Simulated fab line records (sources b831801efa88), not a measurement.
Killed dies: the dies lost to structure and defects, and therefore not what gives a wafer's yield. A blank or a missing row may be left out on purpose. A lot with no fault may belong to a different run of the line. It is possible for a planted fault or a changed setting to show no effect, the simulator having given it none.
Chamber matching / flow gf180mcu / GF_V5_CMP_26 on cmp-02: 4 sister chambers
The step polishes, stops on SiO2, t overpolish 15 s, target thk 0 nm. 4 wafers are shown with their chamber, then 7 later ones without.

== WAFERS WITH THEIR CHAMBER ==
wafer=L604.6; chamber=3; motor-current-A (A)=9.5
wafer=L605.3; chamber=2; motor-current-A (A)=10.1
wafer=L622.2; chamber=0; motor-current-A (A)=12.3
wafer=L622.4; chamber=1; motor-current-A (A)=10.1

== WAFERS WITH NO CHAMBER GIVEN ==
wafer=L622.5; motor-current-A (A)=9.7
wafer=L624.1; motor-current-A (A)=10.1
wafer=L624.3; motor-current-A (A)=9.6
wafer=L624.4; motor-current-A (A)=9.2
wafer=L625.4; motor-current-A (A)=9.7
wafer=L625.5; motor-current-A (A)=9.5
wafer=L625.6; motor-current-A (A)=11.5

== EACH ONE'S CHAMBER ==
wafer=L622.5; from the rows above=can't be placed: 3 or 1 or 2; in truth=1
wafer=L624.1; from the rows above=can't be placed: 1 or 2 or 3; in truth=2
wafer=L624.3; from the rows above=can't be placed: 3 or 1 or 2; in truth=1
wafer=L624.4; from the rows above=can't be placed: 3 or 1 or 2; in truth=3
wafer=L625.4; from the rows above=can't be placed: 3 or 1 or 2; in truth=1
wafer=L625.5; from the rows above=can't be placed: 3 or 1 or 2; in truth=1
wafer=L625.6; from the rows above=can't be placed: 0 or 1 or 2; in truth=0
0 of 7 placed correctly. From these rows, 7 cannot be placed; in 7 the true chamber is one of the candidates. 0 placed wrongly.
How it was worked out, from the rows above alone: a wafer's distance from a chamber is the root of the sum, over the readings, of the square of ((its reading less the chamber's mean) divided by the reading's scatter). The wafer belongs to the nearest chamber; if the next one is less than 2 further off, it can't be placed. For every chamber, the mean is computed from those of its wafers that are shown. The scatter: with one shown wafer a chamber, the root of the mean of the squares of how far each hidden wafer lies from its nearest shown one.
